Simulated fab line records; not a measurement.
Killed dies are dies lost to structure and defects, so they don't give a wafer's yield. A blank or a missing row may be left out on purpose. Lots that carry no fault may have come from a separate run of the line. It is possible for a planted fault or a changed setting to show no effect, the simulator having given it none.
fab line records	flow sfq-line	part 1 of 2: steps 1 to 28 of 40
record: lots: 5	wafers: 15	last-day: 91
route steps=325 shown L0V@26 M0@28 I0@43 M1@58
lots that met no fault: from a run of the same line without faults
start-h: the number of hours between the record's first day and the start of the first shown wafer of the lot	wait-h: hours from the lot's prior step to this one	" the same as in the row above	L1.1+2: one row covering several wafers at once	- no value, or no start given	* or withheld: withheld	< > ~ a bound
route shown NAME@n: NAME is a module with steps in the file, n the number in the route of the first one	usual: mean and standard deviation over wafers with no fault	same: alike in all rows	chamber/n: place in a boat	sites: each site's reading	_std_site: standard deviation across them	_edge_site: inner sites' mean taken away from outer sites' mean	radius-mm: how far each site lies from the wafer's centre	mask NAME#n: copy n	behind: the most recent tool/chamber to have shaped the wafer	hold: the reason the lot was held/the length of the hold in hours/how it ended	device: transistor that didn't switch, given as n, p or np	end of line: tests of these same wafers at the route's end	a step given without rows: its recipe and nothing more	killed: the dies lost at the first sort to structure and to defects; this is not the yield of the wafer	map: shows each die of a wafer: x if killed, . if not, _ if none is there
set.NAME: the run value of the setting; set.NAME@STEP: its run value at that earlier step	model.NAME: the simulator's own value behind a step, which no gauge read
certain route steps with their lots: each step a table, each wafer a row
services: when a tool's chamber went out of use (start-h, in hours from the record's first day, below 0 if earlier), for how many hours, and the reason
== steps ==
step: SFQ_TRILAYER_L0_VIA_STRIP_STRIP_017
recipe: gas: O2	power-w: 200	platen-temp-c: 40	overash-fraction: 0.65	chemistry: O2	pressure-mtorr: 50
usual: drypump-motor-current-A: 6.0/0.32	oes-product-au: 1.003/0.0076
lot.wafer	tool	chamber	start-h	wait-h	drypump-motor-current-A	oes-product-au	rf-hours-counter-h
L079.2	rie-metal-03	0	168.41	-	6.1	1.011	39
L079.5	"	0	"	"	6.1	1.010	-
L079.6	"	1	"	"	6.0	1.001	-
L083.1	rie-metal-02	0	222.31	-	6.3	0.990	128
L083.4	"	0	"	"	6.3	0.987	-
L083.5	"	1	"	"	5.4	0.991	-
L087.1	rie-metal-03	1	260.59	-	6.0	1.004	0
L087.4	"	1	"	"	6.0	0.996	-
L087.5	"	0	"	"	6.1	1.003	-
L095.3	rie-metal-01	1	312.52	-	5.9	0.999	-
L095.4	"	0	"	"	6.4	1.003	-
L095.5	"	0	"	"	6.5	1.003	-
L097.2	rie-metal-01	0	329.12	-	6.4	0.995	165
L097.4	"	1	"	"	5.9	1.011	-
L097.6	"	1	"	"	5.9	1.005	-
step: SFQ_TRILAYER_L0_VIA_STRIP_SOLV_CLEAN_018
recipe: chemistry: NMP	temp-c: 70	time-s: 600
lot.wafer	tool	chamber	start-h	wait-h
L079.2+5+6	wet-bench-03	0,7,5	169.01	0.4
L083.1+4+5	wet-bench-02	1,6,2	222.91	0.4
L087.1+4+5	wet-bench-04	4,3,6	261.19	0.4
L095.3+4+5	wet-bench-04	7,0,5	312.92	0.2
L097.2+4+6	wet-bench-03	2,0,6	329.72	0.4
step: SFQ_TRILAYER_M0_DEP_PRE_CLEAN_020
recipe: gas: Ar	time-s: 15	bias-v: 250
lot.wafer	tool	chamber	start-h	wait-h
L079.2+5+6	pvd-sputter-03	-	169.19	0.0
L083.1+4+5	pvd-sputter-06	-	223.09	0.0
L087.1+4+5	pvd-sputter-06	-	261.36	0.0
L095.3+4+5	pvd-sputter-04	-	313.10	0.0
L097.2+4+6	pvd-sputter-04	-	329.90	0.0
step: SFQ_TRILAYER_M0_DEP_SPUTTER_019
recipe: material: Nb	base-pressure-pa: 1.33e-06	chamber-pressure-pa: 0.1333	substrate-temp-c: 20	resputter-cathode-voltage-v: 400	target-thk-nm: 200	power-w: 2000	time-s: 133.3
usual: cathode-dc-power-W: 2000.1/0.38	throttle-valve-pct: 29.9/1
lot.wafer	tool	chamber	start-h	wait-h	cathode-dc-power-W	throttle-valve-pct
L079.2	pvd-sputter-03	-	169.21	0.0	2000.1	30.9
L079.5	"	-	"	"	1999.4	31.4
L079.6	"	-	"	"	2000.4	30.5
L083.1	pvd-sputter-06	-	223.11	0.0	1999.8	30.1
L083.4	"	-	"	"	2000.6	28.8
L083.5	"	-	"	"	2000.0	29.4
L087.1	pvd-sputter-06	-	261.39	0.0	1999.7	28.7
L087.4	"	-	"	"	2000.1	29.5
L087.5	"	-	"	"	1999.5	30.1
L095.3	pvd-sputter-04	-	313.12	0.0	1999.9	31.3
L095.4	"	-	"	"	2000.4	29.1
L095.5	"	-	"	"	2000.1	30.9
L097.2	pvd-sputter-04	-	329.92	0.0	2000.3	29.2
L097.4	"	-	"	"	2000.0	31.0
L097.6	"	-	"	"	1999.6	31.2
step: SFQ_M0_RS_MEAS_904
recipe: thk-meas-gauge: four-point-probe	reads: Nb_of_TRILAYER_M0_DEP_SPUTTER_019
usual: M0_NB_RS: 0.888/0.0098
lot.wafer	tool	chamber	start-h	wait-h	M0_NB_RS[ohm/sq]
L079.2	film-metro-04	-	169.32	0.1	0.888
L079.5	"	-	"	"	0.886
L079.6	"	-	"	"	0.890
L083.1	film-metro-03	-	223.20	0.0	0.885
L083.4	"	-	"	"	0.882
L083.5	"	-	"	"	0.881
L087.1	film-metro-03	-	261.48	0.0	0.885
L087.4	"	-	"	"	0.892
L087.5	"	-	"	"	0.890
L095.3	film-metro-02	-	313.25	0.1	0.888
L095.4	"	-	"	"	0.879
L095.5	"	-	"	"	0.888
L097.2	film-metro-03	-	330.03	0.1	0.867
L097.4	"	-	"	"	0.874
L097.6	"	-	"	"	0.865
step: SFQ_TRILAYER_M0_LITHO_COAT_026
recipe: resist: BARC	spin-rpm: 3000	resist-thk-nm: 62
usual: dispense-pressure-kPa: 50/5.9
lot.wafer	tool	chamber	start-h	wait-h	dispense-pressure-kPa
L079.2	litho-track-03	0	169.53	0.1	56
L079.5	"	0	"	"	56
L079.6	"	0	"	"	56
L083.1	litho-track-02	0	223.38	0.1	52
L083.4	"	0	"	"	52
L083.5	"	0	"	"	52
L087.1	litho-track-01	0	261.66	0.1	42
L087.4	"	0	"	"	42
L087.5	"	0	"	"	42
L095.3	litho-track-03	0	313.49	0.1	56
L095.4	"	0	"	"	56
L095.5	"	0	"	"	56
L097.2	litho-track-03	0	330.24	0.1	56
L097.4	"	0	"	"	56
L097.6	"	0	"	"	56
step: SFQ_TRILAYER_M0_LITHO_COAT_021
recipe: resist: KrF	spin-rpm: 3000	resist-thk-nm: 600
usual: dispense-pressure-kPa: 50/5.9
lot.wafer	tool	chamber	start-h	wait-h	dispense-pressure-kPa
L079.2	litho-track-03	0	169.83	0.2	56
L079.5	"	0	"	"	56
L079.6	"	0	"	"	56
L083.1	litho-track-02	0	223.68	0.2	52
L083.4	"	0	"	"	52
L083.5	"	0	"	"	52
L087.1	litho-track-01	0	261.96	0.2	43
L087.4	"	0	"	"	42
L087.5	"	0	"	"	42
L095.3	litho-track-03	0	313.79	0.2	56
L095.4	"	0	"	"	56
L095.5	"	0	"	"	56
L097.2	litho-track-03	0	330.54	0.2	56
L097.4	"	0	"	"	56
L097.6	"	0	"	"	56
step: SFQ_TRILAYER_M0_LITHO_SOFTBAKE_025
recipe: temp-c: withheld	time-s: withheld	resist: KrF
lot.wafer	tool	chamber	start-h	wait-h
L079.2+5+6	litho-track-03	0	170.11	0.2
L083.1+4+5	litho-track-02	0	223.98	0.2
L087.1+4+5	litho-track-01	0	262.26	0.2
L095.3+4+5	litho-track-03	0	314.04	0.2
L097.2+4+6	litho-track-03	0	330.82	0.2
step: SFQ_TRILAYER_M0_LITHO_EXPOSE_022
recipe: mask-id: M0	na: 0.6	source-shape: conventional	sigma-outer: 0.65	target-cd-nm: 500	dose-mj: 14.4
lot.wafer	tool	chamber	start-h	wait-h	mask
L079.2+5+6	krf-scanner-01	0	271.16	-	M0#0
L083.1+4+5	krf-scanner-02	0	331.10	-	M0#0
L087.1+4+5	krf-scanner-02	0	374.20	-	M0#0
L095.3+4+5	krf-scanner-01	0	435.43	-	M0#0
L097.2+4+6	krf-scanner-02	0	456.96	-	M0#0
step: SFQ_TRILAYER_M0_LITHO_PEB_024
recipe: peb-temp-c: 115	peb-time-s: 60	resist: KrF
lot.wafer	tool	chamber	start-h	wait-h
L079.2+5+6	litho-track-01	0	272.19	0.8
L083.1+4+5	litho-track-02	0	332.30	1.0
L087.1+4+5	litho-track-03	0	375.40	1.0
L095.3+4+5	litho-track-02	0	436.28	0.7
L097.2+4+6	litho-track-02	0	457.98	0.8
step: SFQ_TRILAYER_M0_LITHO_DEVELOP_023
recipe: time-s: 60	resist: KrF
lot.wafer	tool	chamber	start-h	wait-h
L079.2+5+6	litho-track-01	0	272.34	0.1
L083.1+4+5	litho-track-02	0	332.45	0.1
L087.1+4+5	litho-track-03	0	375.55	0.1
L095.3+4+5	litho-track-02	0	436.43	0.1
L097.2+4+6	litho-track-02	0	458.13	0.1
step: SFQ_M0_OVL_MEAS_906
usual: M0_OVL: 1/5.4
lot.wafer	tool	chamber	start-h	wait-h	M0_OVL[nm]
L079.2	overlay-01	-	272.47	0.1	8
L079.5	"	-	"	"	3
L079.6	"	-	"	"	10
L083.1	overlay-02	-	332.60	0.1	-1
L083.4	"	-	"	"	5
L083.5	"	-	"	"	1
L087.1	overlay-02	-	375.70	0.1	8
L087.4	"	-	"	"	13
L087.5	"	-	"	"	10
L095.3	overlay-01	-	436.55	0.1	-5
L095.4	"	-	"	"	-6
L095.5	"	-	"	"	-1
L097.2	overlay-01	-	458.27	0.1	-6
L097.4	"	-	"	"	-5
L097.6	"	-	"	"	-3
step: SFQ_TRILAYER_M0_BARC_OPEN_METAL_ETCH_031
recipe: mask-material: PR	chemistry: O2	target-depth-nm: 125	target: BARC	icp-w: 600	bias-w: 80	pressure-mtorr: 10	time-s: 41.7
usual: drypump-motor-current-A: 5.9/0.41	oes-product-au: 0.685/0.0046
lot.wafer	tool	chamber	start-h	wait-h	drypump-motor-current-A	oes-product-au	rf-hours-counter-h
L079.2	rie-metal-03	1	272.50	0.0	6.0	0.683	1
L079.5	"	1	"	"	6.0	0.685	-
L079.6	"	0	"	"	6.1	0.680	-
L083.1	rie-metal-01	0	332.64	0.0	6.5	0.685	166
L083.4	"	1	"	"	5.9	0.687	-
L083.5	"	0	"	"	6.4	0.685	-
L087.1	rie-metal-03	1	375.74	0.0	6.0	0.685	14
L087.4	"	1	"	"	6.0	0.691	-
L087.5	"	0	"	"	6.1	0.680	-
L095.3	rie-metal-01	1	436.61	0.1	5.9	0.684	-
L095.4	"	1	"	"	5.9	0.682	-
L095.5	"	1	"	"	5.9	0.674	-
L097.2	rie-metal-01	1	458.32	0.0	5.9	0.684	-
L097.4	"	1	"	"	5.9	0.689	-
L097.6	"	1	"	"	5.9	0.691	-
step: SFQ_TRILAYER_M0_ETCH_METAL_ETCH_024
recipe: target: Nb	stop-on: SiO2	mask-material: PR	chemistry: Cl2/Ar	target-depth-nm: 240	icp-w: 600	bias-w: 80	pressure-mtorr: 10	time-s: 120
usual: drypump-motor-current-A: 5.9/0.41	oes-product-au: 0.896/0.0067
lot.wafer	tool	chamber	start-h	wait-h	drypump-motor-current-A	oes-product-au	rf-hours-counter-h
L079.2	rie-metal-03	1	272.56	0.0	6.0	0.888	1
L079.5	"	1	"	"	6.0	0.895	-
L079.6	"	0	"	"	6.1	0.892	-
L083.1	rie-metal-01	0	332.70	0.0	6.5	0.892	166
L083.4	"	1	"	"	5.9	0.901	-
L083.5	"	0	"	"	6.5	0.903	-
L087.1	rie-metal-03	1	375.80	0.0	6.0	0.899	14
L087.4	"	1	"	"	6.0	0.889	-
L087.5	"	0	"	"	6.1	0.889	-
L095.3	rie-metal-01	1	436.77	0.1	5.9	0.893	-
L095.4	"	1	"	"	5.9	0.894	-
L095.5	"	1	"	"	5.9	0.894	-
L097.2	rie-metal-01	1	458.46	0.1	5.9	0.908	-
L097.4	"	1	"	"	5.9	0.901	-
L097.6	"	1	"	"	5.9	0.917	-
step: SFQ_TRILAYER_M0_STRIP_STRIP_025
recipe: gas: O2	power-w: 200	platen-temp-c: 40	overash-fraction: 0.6742	chemistry: O2	pressure-mtorr: 50
usual: drypump-motor-current-A: 5.9/0.41	oes-product-au: 1.004/0.0068
lot.wafer	tool	chamber	start-h	wait-h	drypump-motor-current-A	oes-product-au	rf-hours-counter-h
L079.2	rie-metal-03	1	272.68	0.1	6.0	1.000	2
L079.5	"	1	"	"	6.0	1.007	-
L079.6	"	0	"	"	6.1	1.018	-
L083.1	rie-metal-01	0	332.82	0.1	6.5	0.997	166
L083.4	"	1	"	"	5.9	1.006	-
L083.5	"	0	"	"	6.4	0.997	-
L087.1	rie-metal-03	1	375.92	0.1	6.0	1.006	14
L087.4	"	1	"	"	6.0	1.005	-
L087.5	"	0	"	"	6.1	1.002	-
L095.3	rie-metal-01	1	437.34	0.5	5.9	1.004	-
L095.4	"	1	"	"	5.9	1.009	-
L095.5	"	1	"	"	5.9	1.002	-
L097.2	rie-metal-01	1	458.86	0.4	5.9	1.008	-
L097.4	"	1	"	"	5.9	1.000	-
L097.6	"	1	"	"	5.9	1.005	-
step: SFQ_TRILAYER_M0_STRIP_SOLV_CLEAN_026
recipe: chemistry: NMP	temp-c: 70	time-s: 600
lot.wafer	tool	chamber	start-h	wait-h
L079.2+5+6	wet-bench-04	1,7,0	273.28	0.4
L083.1+4+5	wet-bench-01	7,5,3	333.42	0.4
L087.1+4+5	wet-bench-03	2,4,5	376.52	0.4
L095.3+4+5	wet-bench-04	7,1,2	438.14	0.6
L097.2+4+6	wet-bench-03	7,3,0	459.86	0.8
step: SFQ_TRILAYER_I0_DEP_PECVD_027
recipe: material: SiO2	temp-c: 150	time-s: 111.11	pressure-torr: 2.4	rf-w: 183.3	precursor: SiH4/N2O	target-thk-nm: 500
usual: heater-power-w: 76/9.6	showerhead-vpp-V: 825/59	throttle-valve-pct: 25.5/1.3
lot.wafer	tool	chamber	start-h	wait-h	heater-power-w	showerhead-vpp-V	throttle-valve-pct
L079.2	pecvd-02	2	273.46	0.0	88	812	24.8
L079.5	"	0	"	"	67	904	25.6
L079.6	"	1	"	"	58	898	24.5
L083.1	pecvd-03	2	333.60	0.0	81	737	25.0
L083.4	"	1	"	"	76	871	26.9
L083.5	"	0	"	"	83	783	27.3
L087.1	pecvd-02	2	376.90	0.0	88	823	24.7
L087.4	"	2	"	"	72	819	25.0
L087.5	"	0	"	"	67	902	25.4
L095.3	pecvd-03	0	438.31	0.0	80	792	28.1
L095.4	"	1	"	"	79	856	27.2
L095.5	"	0	"	"	82	782	27.9
L097.2	pecvd-04	0	460.04	0.0	60	761	24.7
L097.4	"	1	"	"	81	901	24.7
L097.6	"	2	"	"	93	899	24.1
step: SFQ_TRILAYER_I0_CMP_CMP_028
recipe: material: SiO2	down-force-psi: 3	platen-rpm: 60	pad-velocity-m-s: 0.94248
usual: edge-zone-pressure-frac: 0.999/0.0054	motor-current-A: 10.0/1.3	time-to-endpoint-s: 214/6.1
lot.wafer	tool	chamber	start-h	wait-h	edge-zone-pressure-frac	motor-current-A	time-to-endpoint-s
L079.2	cmp-02	0	276.66	3.2	0.999	11.5	210
L079.6	"	0	278.66	5.1	1.000	11.1	206
L079.5	"	1	"	"	0.992	10.7	215
L083.1	cmp-01	2	334.18	0.5	1.005	12.3	214
L083.4	"	3	"	"	1.001	8.7	216
L083.5	"	1	335.68	2.0	0.991	9.4	222
L087.1	cmp-01	2	377.48	0.5	1.000	11.5	212
L087.4	"	3	"	"	1.006	8.9	222
L087.5	"	2	379.48	2.5	0.997	12.0	219
L095.4	cmp-02	2	438.89	0.5	1.004	12.0	221
L095.3	"	3	"	"	1.005	8.7	220
L095.5	"	1	440.39	2.0	1.009	9.7	228
L097.4	cmp-01	3	460.12	0.0	1.001	8.8	230
L097.2	"	1	461.12	1.0	1.001	9.5	210
L097.6	"	3	462.12	2.0	1.004	8.8	224
step: SFQ_I0_BOW_MEAS_907
recipe: mode: bow
usual: I0_BOW: 0/7.2
lot.wafer	tool	chamber	start-h	wait-h	I0_BOW[um]
L079.2	film-metro-01	-	279.68	2.5	-5
L079.5	"	-	"	"	-4
L079.6	"	-	"	"	2
L083.1	film-metro-03	-	336.68	2.0	-4
L083.4	"	-	"	"	9
L083.5	"	-	"	"	1
L087.1	film-metro-01	-	379.98	2.0	-5
L087.4	"	-	"	"	8
L087.5	"	-	"	"	1
L095.3	film-metro-01	-	441.43	1.5	-4
L095.4	"	-	"	"	0
L095.5	"	-	"	"	3
L097.2	film-metro-02	-	463.14	1.5	-7
L097.4	"	-	"	"	-5
L097.6	"	-	"	"	-9
step: SFQ_TRILAYER_I0_METRO_MEASURE_029
usual: thk-nm: 200.2/0.86
lot.wafer	tool	chamber	start-h	wait-h	thk-nm
L079.2	film-metro-01	-	279.98	0.3	197.8
L079.5	"	-	"	"	200.0
L079.6	"	-	"	"	199.9
L083.1	film-metro-03	-	336.80	0.1	200.8
L083.4	"	-	"	"	199.3
L083.5	"	-	"	"	200.5
L087.1	film-metro-01	-	380.10	0.1	201.3
L087.4	"	-	"	"	200.5
L087.5	"	-	"	"	200.7
L095.3	film-metro-01	-	441.91	0.5	200.0
L095.4	"	-	"	"	200.0
L095.5	"	-	"	"	201.8
L097.2	film-metro-02	-	463.44	0.3	198.9
L097.4	"	-	"	"	199.8
L097.6	"	-	"	"	200.4
step: SFQ_TRILAYER_I0_VIA_LITHO_COAT_036
recipe: resist: BARC	spin-rpm: 3000	resist-thk-nm: 62
usual: dispense-pressure-kPa: 48/5.2
lot.wafer	tool	chamber	start-h	wait-h	dispense-pressure-kPa
L079.2	litho-track-01	0	281.03	0.8	42
L079.5	"	0	"	"	43
L079.6	"	0	"	"	42
L083.1	litho-track-02	0	338.00	1.0	52
L083.4	"	0	"	"	52
L083.5	"	0	"	"	52
L087.1	litho-track-02	0	381.30	1.0	52
L087.4	"	0	"	"	52
L087.5	"	0	"	"	52
L095.3	litho-track-01	0	442.81	0.7	42
L095.4	"	0	"	"	42
L095.5	"	0	"	"	42
L097.2	litho-track-04	0	464.49	0.8	55
L097.4	"	0	"	"	55
L097.6	"	0	"	"	55
step: SFQ_TRILAYER_I0_VIA_LITHO_COAT_031
recipe: resist: KrF	spin-rpm: 3000	resist-thk-nm: 650
usual: dispense-pressure-kPa: 48/5.2
lot.wafer	tool	chamber	start-h	wait-h	dispense-pressure-kPa
L079.2	litho-track-01	0	281.33	0.2	42
L079.5	"	0	"	"	42
L079.6	"	0	"	"	42
L083.1	litho-track-02	0	338.30	0.2	52
L083.4	"	0	"	"	52
L083.5	"	0	"	"	52
L087.1	litho-track-02	0	381.60	0.2	52
L087.4	"	0	"	"	52
L087.5	"	0	"	"	52
L095.3	litho-track-01	0	443.11	0.2	42
L095.4	"	0	"	"	42
L095.5	"	0	"	"	42
L097.2	litho-track-04	0	464.79	0.2	55
L097.4	"	0	"	"	55
L097.6	"	0	"	"	55
step: SFQ_TRILAYER_I0_VIA_LITHO_SOFTBAKE_035
recipe: temp-c: withheld	time-s: withheld	resist: KrF
lot.wafer	tool	chamber	start-h	wait-h
L079.2+5+6	litho-track-01	0	281.61	0.2
L083.1+4+5	litho-track-02	0	338.60	0.2
L087.1+4+5	litho-track-02	0	381.90	0.2
L095.3+4+5	litho-track-01	0	443.36	0.2
L097.2+4+6	litho-track-04	0	465.06	0.2
step: SFQ_TRILAYER_I0_VIA_LITHO_EXPOSE_032
recipe: mask-id: I0	na: 0.6	source-shape: conventional	sigma-outer: 0.65	target-cd-nm: 500	dose-mj: 21.3
lot.wafer	tool	chamber	start-h	wait-h	mask
L079.2+5+6	krf-scanner-02	0	402.00	-	I0#0
L083.1+4+5	krf-scanner-02	0	454.36	-	I0#0
L087.1+4+5	krf-scanner-02	0	533.21	-	I0#0
L095.3+4+5	krf-scanner-02	0	606.30	-	I0#0
L097.2+4+6	krf-scanner-01	0	628.21	-	I0#0
step: SFQ_TRILAYER_I0_VIA_LITHO_PEB_034
recipe: peb-temp-c: 115	peb-time-s: 60	resist: KrF
lot.wafer	tool	chamber	start-h	wait-h
L079.2+5+6	litho-track-01	0	403.03	0.8
L083.1+4+5	litho-track-01	0	455.56	1.0
L087.1+4+5	litho-track-04	0	534.41	1.0
L095.3+4+5	litho-track-04	0	607.15	0.7
L097.2+4+6	litho-track-04	0	629.24	0.8
step: SFQ_TRILAYER_I0_VIA_LITHO_DEVELOP_033
recipe: time-s: 60	resist: KrF
lot.wafer	tool	chamber	start-h	wait-h
L079.2+5+6	litho-track-01	0	403.18	0.1
L083.1+4+5	litho-track-01	0	455.71	0.1
L087.1+4+5	litho-track-04	0	534.56	0.1
L095.3+4+5	litho-track-04	0	607.30	0.1
L097.2+4+6	litho-track-04	0	629.39	0.1
step: SFQ_I0_OVL_MEAS_908
usual: I0_OVL: 2/5.7
lot.wafer	tool	chamber	start-h	wait-h	I0_OVL[nm]
L079.2	overlay-02	-	403.31	0.1	13
L079.5	"	-	"	"	16
L079.6	"	-	"	"	14
L083.1	overlay-01	-	455.86	0.1	10
L083.4	"	-	"	"	6
L083.5	"	-	"	"	11
L087.1	overlay-02	-	534.71	0.1	-5
L087.4	"	-	"	"	-1
L087.5	"	-	"	"	3
L095.3	overlay-02	-	607.41	0.1	3
L095.4	"	-	"	"	10
L095.5	"	-	"	"	7
L097.2	overlay-02	-	629.52	0.1	11
L097.4	"	-	"	"	0
L097.6	"	-	"	"	2
step: SFQ_TRILAYER_I0_VIA_BARC_OPEN_VIA_ETCH_046
recipe: mask-material: PR	chemistry: O2	target-depth-nm: 125	target: BARC	source-w: 500	bias-w: 80	pressure-mtorr: 30	time-s: 41.7
usual: drypump-motor-current-A: 5.7/0.37	oes-product-au: 0.685/0.0045
lot.wafer	tool	chamber	start-h	wait-h	drypump-motor-current-A	oes-product-au	rf-hours-counter-h
L079.2	rie-diel-02	2	403.34	0.0	6.1	0.693	90
L079.5	"	3	"	"	5.4	0.689	-
L079.6	"	0	"	"	5.1	0.680	-
L083.1	rie-diel-02	1	455.90	0.0	6.0	0.683	71
L083.4	"	2	"	"	6.1	0.693	91
L083.5	"	1	"	"	6.0	0.687	-
L087.1	rie-diel-02	1	534.75	0.0	6.0	0.688	72
L087.4	"	1	"	"	6.0	0.679	-
L087.5	"	0	"	"	5.1	0.682	-
L095.3	rie-diel-03	1	607.44	0.0	5.9	0.682	2
L095.4	"	3	"	"	6.0	0.687	10
L095.5	"	2	"	"	5.8	0.680	-
L097.2	rie-diel-03	1	629.55	0.0	5.8	0.678	2
L097.4	"	2	"	"	5.7	0.672	10
L097.6	"	0	"	"	5.2	0.691	-
